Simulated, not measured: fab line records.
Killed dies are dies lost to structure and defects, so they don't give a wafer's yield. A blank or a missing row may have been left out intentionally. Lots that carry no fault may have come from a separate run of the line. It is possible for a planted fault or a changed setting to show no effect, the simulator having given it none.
fab line records    flow sky130
record: lots: 10  wafers: 30  last-day: 50
route steps=708 shown LOCAL_INTERCONNECT@398 METAL1@452 VIA1@479 VIA2@530
lots untouched by any fault: they come from a run of this same line in which no faults occurred
start-h: hours from the record's opening day to when the first of the lot's shown wafers began    wait-h: hours from the lot's prior step to this one    " identical to the entry in the row above    L1.1+2: a row that stands for several wafers    - no value present, or no start provided    * or withheld: withheld    < > ~ a bound
route shown NAME@n: a module of which the file shows steps, and the number in the route of the first    usual: mean and standard deviation over wafers with no fault    same: alike in all rows    chamber/n: place in a boat    sites: per-site readings    _std_site: their standard deviation    _edge_site: inner sites' mean taken away from outer sites' mean    radius-mm: how far each site lies from the wafer's centre    mask NAME#n: copy n    behind: tool/chamber where the wafer was last shaped    hold: cause of the lot's hold/its duration in hours/its outcome    device: the transistor (n, p or np) that didn't switch    end of line: at the end of the route, the tests of the same wafers    a step given without rows: its recipe and nothing more    killed: dies that structure and defects cost at the first sort, which is not the same as the wafer's yield    map: a wafer's dies, marking killed ones x, the rest . and places with no die _
set.NAME: the setting as run; set.NAME@STEP: as run at that earlier step    model.NAME: the simulator's own value behind a step, which no gauge read
the route's steps for a sample of lots (tables are steps, rows are wafers)
services: the hour from which a tool's chamber was out of use, counted from the record's first day as start-h (under 0 if before that day), plus the number of hours and why
== steps ==
step: SKY_LOCAL_INTERCONNECT_CD_MEAS_11
recipe: target-cd-nm: 170
usual: cd-nm: 169.5/1.3
lot.wafer  tool       chamber  start-h  wait-h  cd-nm
L385.2     cd-sem-01  -        737.32   -       169.2
L385.3     "          -        "        "       169.8
L385.6     "          -        "        "       169.6
L386.1     cd-sem-02  -        741.64   -       168.8
L386.2     "          -        "        "       170.4
L386.6     "          -        "        "       169.5
L387.3     cd-sem-02  -        764.54   -       167.0
L387.4     "          -        "        "       167.7
L387.5     "          -        "        "       168.6
L388.1     cd-sem-02  -        767.54   -       169.3
L388.2     "          -        "        "       171.3
L388.5     "          -        "        "       171.0
L390.1     cd-sem-01  -        779.33   -       169.8
L390.3     "          -        "        "       170.7
L390.5     "          -        "        "       168.6
L392.4     cd-sem-02  -        791.99   -       168.8
L392.5     "          -        "        "       169.5
L392.6     "          -        "        "       169.0
L394.2     cd-sem-02  -        804.22   -       170.1
L394.3     "          -        "        "       169.6
L394.5     "          -        "        "       170.1
L401.1     cd-sem-02  -        860.03   -       169.8
L401.4     "          -        "        "       170.1
L401.5     "          -        "        "       167.9
L402.2     cd-sem-02  -        861.42   -       170.8
L402.5     "          -        "        "       170.7
L402.6     "          -        "        "       169.7
L405.1     cd-sem-02  -        883.33   -       169.1
L405.3     "          -        "        "       167.5
L405.4     "          -        "        "       168.8
step: SKY_METAL1_ETCH_18
recipe: chemistry: N2/H2  target: BARC  ion-energy-ev: 200  bias-w: 100  pressure-mtorr: 30  n2-flow-sccm: 100  h2-flow-sccm: 200  icp-w: 500  stop-on: SiO2  time-s: 45.9  target-depth-a: 600
usual: chamber-pressure-mTorr: 29.99/0.051  drypump-motor-current-A: 5.9/0.32  oes-product-au: 0.855/0.0045  throttle-valve-pct: 13.224/0.009
same: time-s: 45.9
lot.wafer  tool          chamber  start-h  wait-h  chamber-pressure-mTorr  drypump-motor-current-A  oes-product-au  rf-hours-counter-h  throttle-valve-pct
L385.2     rie-metal-01  0        794.43   0.0     30.00                   6.0                      0.854           14                  13.204
L385.3     "             1        "        "       30.00                   5.5                      0.857           -                   13.227
L385.6     "             1        "        "       30.00                   5.5                      0.863           -                   13.224
L386.1     rie-metal-03  0        797.71   0.1     29.97                   5.9                      0.857           10                  13.226
L386.2     "             0        "        "       29.97                   5.9                      0.852           -                   13.223
L386.6     "             0        "        "       29.99                   5.9                      0.848           -                   13.215
L387.3     rie-metal-03  0        822.20   0.0     29.98                   5.9                      0.855           -                   13.237
L387.4     "             1        "        "       30.01                   6.4                      0.850           -                   13.211
L387.5     "             0        "        "       29.99                   5.9                      0.858           -                   13.220
L388.1     rie-metal-04  1        824.65   0.0     29.98                   5.8                      0.854           2                   13.224
L388.2     "             0        "        "       29.95                   5.7                      0.851           16                  13.221
L388.5     "             1        "        "       29.97                   5.9                      0.851           -                   13.233
L390.1     rie-metal-01  1        835.57   0.1     29.97                   5.5                      0.858           14                  13.222
L390.3     "             1        "        "       29.97                   5.5                      0.845           -                   13.218
L390.5     "             1        "        "       30.03                   5.5                      0.853           -                   13.232
L392.4     rie-metal-03  0        848.50   0.0     30.02                   5.9                      0.860           -                   13.234
L392.5     "             0        "        "       29.96                   5.9                      0.849           -                   13.229
L392.6     "             1        "        "       30.02                   6.4                      0.865           -                   13.230
L394.2     rie-metal-01  0        861.38   0.0     30.01                   6.0                      0.853           15                  13.215
L394.3     "             1        "        "       29.94                   5.5                      0.856           -                   13.222
L394.5     "             1        "        "       30.02                   5.5                      0.862           -                   13.227
L401.1     rie-metal-03  0        915.98   0.0     29.98                   5.9                      0.852           15                  13.229
L401.4     "             1        "        "       29.98                   6.4                      0.850           -                   13.223
L401.5     "             0        "        "       30.02                   5.9                      0.855           -                   13.225
L402.2     rie-metal-01  1        917.19   0.1     30.02                   5.5                      0.858           -                   13.217
L402.5     "             1        "        "       29.98                   5.5                      0.851           -                   13.211
L402.6     "             1        "        "       30.02                   5.5                      0.856           -                   13.219
L405.1     rie-metal-01  1        938.30   0.0     29.98                   5.5                      0.855           18                  13.203
L405.3     "             1        "        "       29.94                   5.5                      0.853           -                   13.226
L405.4     "             0        "        "       29.99                   6.0                      0.847           -                   13.246
step: SKY_VIA1_CVD_21
recipe: material: W  target-thk-nm: 270  time-s: 80.902  temp-c: 400  pressure-torr: 40
usual: heater-power-w: 825/99
lot.wafer  tool      chamber  start-h  wait-h  heater-power-w
L385.2     cvd-w-02  0        823.24   0.0     757
L385.3     "         0        "        "       725
L385.6     "         1        "        "       946
L386.1     cvd-w-02  1        826.15   0.0     936
L386.2     "         0        "        "       762
L386.6     "         1        "        "       907
L387.3     cvd-w-02  0        850.31   0.1     758
L387.4     "         1        "        "       927
L387.5     "         0        "        "       745
L388.1     cvd-w-01  0        854.00   0.0     667
L388.2     "         1        "        "       817
L388.5     "         1        "        "       782
L390.1     cvd-w-01  0        864.66   0.0     693
L390.3     "         1        "        "       800
L390.5     "         0        "        "       679
L392.4     cvd-w-02  1        876.77   0.1     946
L392.5     "         1        "        "       954
L392.6     "         1        "        "       987
L394.2     cvd-w-02  1        889.28   0.0     921
L394.3     "         0        "        "       760
L394.5     "         0        "        "       730
L401.1     cvd-w-02  1        943.20   0.0     941
L401.4     "         0        "        "       779
L401.5     "         1        "        "       927
L402.2     cvd-w-02  0        944.08   0.0     783
L402.5     "         1        "        "       961
L402.6     "         0        "        "       754
L405.1     cvd-w-01  0        965.24   0.0     668
L405.3     "         1        "        "       816
L405.4     "         0        "        "       678
step: SKY_VIA1_RS_MEAS_22
recipe: thk-meas-gauge: four-point-probe  reads: W_of_VIA1_CVD_21+TiN_of_VIA1_SPUTTER_20
usual: VIA1_W_RS: 0.426/0.0099
lot.wafer  tool           chamber  start-h  wait-h  VIA1_W_RS[ohm/sq]
L385.2     film-metro-01  -        823.43   0.2     0.416
L385.3     "              -        "        "       0.417
L385.6     "              -        "        "       0.436
L386.1     film-metro-04  -        826.24   0.1     0.441
L386.2     "              -        "        "       0.414
L386.6     "              -        "        "       0.439
L387.3     film-metro-01  -        850.41   0.1     0.419
L387.4     "              -        "        "       0.443
L387.5     "              -        "        "       0.422
L388.1     film-metro-04  -        854.09   0.1     0.430
L388.2     "              -        "        "       0.423
L388.5     "              -        "        "       0.424
L390.1     film-metro-01  -        864.75   0.1     0.439
L390.3     "              -        "        "       0.435
L390.5     "              -        "        "       0.442
L392.4     film-metro-01  -        876.92   0.1     0.433
L392.5     "              -        "        "       0.429
L392.6     "              -        "        "       0.436
L394.2     film-metro-01  -        889.40   0.1     0.432
L394.3     "              -        "        "       0.417
L394.5     "              -        "        "       0.412
L401.1     film-metro-04  -        943.30   0.1     0.425
L401.4     "              -        "        "       1.236
L401.5     "              -        "        "       0.428
L402.2     film-metro-04  -        944.19   0.1     1.232
L402.5     "              -        "        "       0.432
L402.6     "              -        "        "       0.414
L405.1     film-metro-01  -        965.33   0.1     0.423
L405.3     "              -        "        "       0.438
L405.4     "              -        "        "       0.428
step: SKY_VIA1_THK_MEAS_23
recipe: thk-meas-gauge: xrf  reads: W_of_VIA1_CVD_21
usual: VIA1_W_THK: 271/7.1
lot.wafer  tool           chamber  start-h  wait-h  VIA1_W_THK[nm]
L385.2     film-metro-01  -        823.54   0.1     279
L385.3     "              -        "        "       278
L385.6     "              -        "        "       267
L386.1     film-metro-04  -        826.36   0.1     256
L386.2     "              -        "        "       273
L386.6     "              -        "        "       258
L387.3     film-metro-01  -        850.51   0.1     274
L387.4     "              -        "        "       262
L387.5     "              -        "        "       275
L388.1     film-metro-04  -        854.21   0.1     261
L388.2     "              -        "        "       267
L388.5     "              -        "        "       267
L390.1     film-metro-01  -        864.87   0.1     263
L390.3     "              -        "        "       264
L390.5     "              -        "        "       260
L392.4     film-metro-01  -        877.01   0.1     266
L392.5     "              -        "        "       268
L392.6     "              -        "        "       263
L394.2     film-metro-01  -        889.51   0.1     267
L394.3     "              -        "        "       277
L394.5     "              -        "        "       279
L401.1     film-metro-04  -        943.42   0.1     267
L401.4     "              -        "        "       95
L401.5     "              -        "        "       265
L402.2     film-metro-04  -        944.30   0.1     95
L402.5     "              -        "        "       263
L402.6     "              -        "        "       275
L405.1     film-metro-01  -        965.45   0.1     273
L405.3     "              -        "        "       265
L405.4     "              -        "        "       270
step: SKY_VIA1_CMP_24
recipe: stop-on: SiO2  t-overpolish-s: 15  down-force-psi: 3.5  platen-rpm: 60  target-thk-nm: 0  pad-velocity-m-s: 0.94248
usual: edge-zone-pressure-frac: 1.000/0.0048  motor-current-A: 11.3/1.1  time-to-endpoint-s: 65/3.9
lot.wafer  tool    chamber  start-h  wait-h  edge-zone-pressure-frac  motor-current-A  time-to-endpoint-s
L385.2     cmp-02  3        823.69   0.1     0.999                    10.9             64
L385.3     "       0        "        "       1.002                    9.9              63
L385.6     "       2        "        "       0.998                    12.2             63
L386.2     cmp-01  1        826.42   0.0     1.004                    11.0             67
L386.1     "       2        "        "       0.997                    12.3             68
L386.6     "       1        "        "       1.001                    11.0             62
L387.4     cmp-02  3        850.65   0.1     0.997                    10.0             61
L387.3     "       0        "        "       1.002                    9.3              61
L387.5     "       1        "        "       0.998                    11.2             67
L388.1     cmp-02  2        854.27   0.1     1.002                    11.5             68
L388.2     "       1        "        "       1.000                    12.7             71
L388.5     "       2        "        "       0.995                    11.9             69
L390.1     cmp-02  2        864.98   0.1     0.995                    12.1             64
L390.3     "       3        "        "       1.002                    10.6             60
L390.5     "       1        "        "       1.011                    11.9             65
L392.4     cmp-01  2        877.14   0.1     0.999                    11.9             69
L392.5     "       0        "        "       0.991                    9.4              70
L392.6     "       1        "        "       0.994                    11.4             64
L394.3     cmp-01  2        889.66   0.1     1.004                    11.6             70
L394.2     "       3        "        "       0.996                    13.1             60
L394.5     "       1        "        "       0.992                    10.5             65
L401.4     cmp-02  1        943.48   0.0     0.996                    11.6             24
L401.1     "       3        "        "       0.999                    10.8             64
L401.5     "       1        "        "       0.998                    11.9             67
L402.2     cmp-02  2        944.35   0.0     1.003                    11.4             27
L402.6     "       2        "        "       0.995                    11.3             72
L402.5     "       3        "        "       1.001                    11.3             64
L405.3     cmp-01  3        965.56   0.1     1.007                    13.0             60
L405.4     "       0        "        "       1.008                    9.4              67
L405.1     "       1        "        "       1.001                    10.9             63
step: SKY_VIA2_THK_MEAS_23
recipe: thk-meas-gauge: xrf  reads: W_of_VIA2_CVD_21
usual: VIA2_W_THK: 426/8.6
lot.wafer  tool           chamber  start-h  wait-h  VIA2_W_THK[nm]
L385.2     film-metro-03  -        878.33   0.1     425
L385.3     "              -        "        "       427
L385.6     "              -        "        "       425
L386.1     film-metro-02  -        881.84   0.1     428
L386.2     "              -        "        "       437
L386.6     "              -        "        "       432
L387.3     film-metro-04  -        906.10   0.1     414
L387.4     "              -        "        "       415
L387.5     "              -        "        "       409
L388.1     film-metro-02  -        908.84   0.1     430
L388.2     "              -        "        "       434
L388.5     "              -        "        "       436
L390.1     film-metro-03  -        920.16   0.1     435
L390.3     "              -        "        "       437
L390.5     "              -        "        "       433
L392.4     film-metro-02  -        931.45   0.1     429
L392.5     "              -        "        "       427
L392.6     "              -        "        "       441
L394.2     film-metro-02  -        942.95   0.1     425
L394.3     "              -        "        "       437
L394.5     "              -        "        "       434
L402.2     film-metro-02  -        995.70   0.1     423
L402.5     "              -        "        "       436
L402.6     "              -        "        "       428
L401.1     film-metro-02  -        996.39   0.1     430
L401.4     "              -        "        "       419
L401.5     "              -        "        "       418
L405.1     film-metro-02  -        1016.66  0.1     417
L405.3     "              -        "        "       424
L405.4     "              -        "        "       418
== services ==
tool          chamber  start-h  hours  kind
cmp-01        -        777.44   1.5    repair
cmp-02        -        779.01   5.3    pm
cvd-w-02      -        783.81   6.9    pm
cmp-01        -        785.11   4.8    pm
cmp-02        -        800.21   2.0    repair
cmp-01        -        802.56   2.7    repair
rie-metal-01  0        808.99   48.4   repair
cvd-w-02      -        809.24   2.8    pm
cmp-02        -        829.25   1.9    repair
rie-metal-03  1        835.88   4.2    repair
cvd-w-02      0        855.37   24.4   repair
rie-metal-01  1        863.65   7.3    repair
rie-metal-01  -        882.57   28.1   pm
cvd-w-01      -        896.99   50.4   repair
cmp-02        -        912.19   4.0    pm
cmp-02        -        916.19   -      consumable-replace:conditioner
cmp-02        -        916.19   -      consumable-replace:pad
cmp-01        -        916.53   4.3    repair
rie-metal-04  0        932.06   16.6   repair
cmp-02        -        934.79   0.2    repair
cvd-w-01      -        947.41   14.0   pm
cmp-02        -        950.44   1.7    repair
rie-metal-03  -        953.22   0.9    repair
cmp-01        -        956.73   0.9    repair
== key ==
first-sign: step: SKY_VIA1_RS_MEAS_22  reading: VIA1_W_RS  direction: up  sigmas: 82  usual: 0.426  struck: 1.234
effect: step: SKY_VIA1_THK_MEAS_23  reading: VIA1_W_THK  direction: down  sigmas: 25  usual: 271  struck: 95
effect: step: SKY_VIA1_CMP_24  reading: time-to-endpoint-s  direction: down  sigmas: 10  usual: *  struck: *
met-at SKY_VIA1_CVD_21
struck-lots L401,L402
struck-wafers L401.4,L402.2
not-acting-at SKY_LOCAL_INTERCONNECT_CD_MEAS_11,SKY_METAL1_ETCH_18,SKY_VIA2_THK_MEAS_23
onset-between 889.28 943.20
fault: kind: process-parameter-drift  tool: cvd-w-02  chamber: -  onset-h: 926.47  steps: SKY_VIA1_CVD_21  channel: target-thk-nm  offset: -178.87  shape: step  end-h: 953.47  scope: struck-wafers-only  acts-in: these-recipes-only  stated: 270
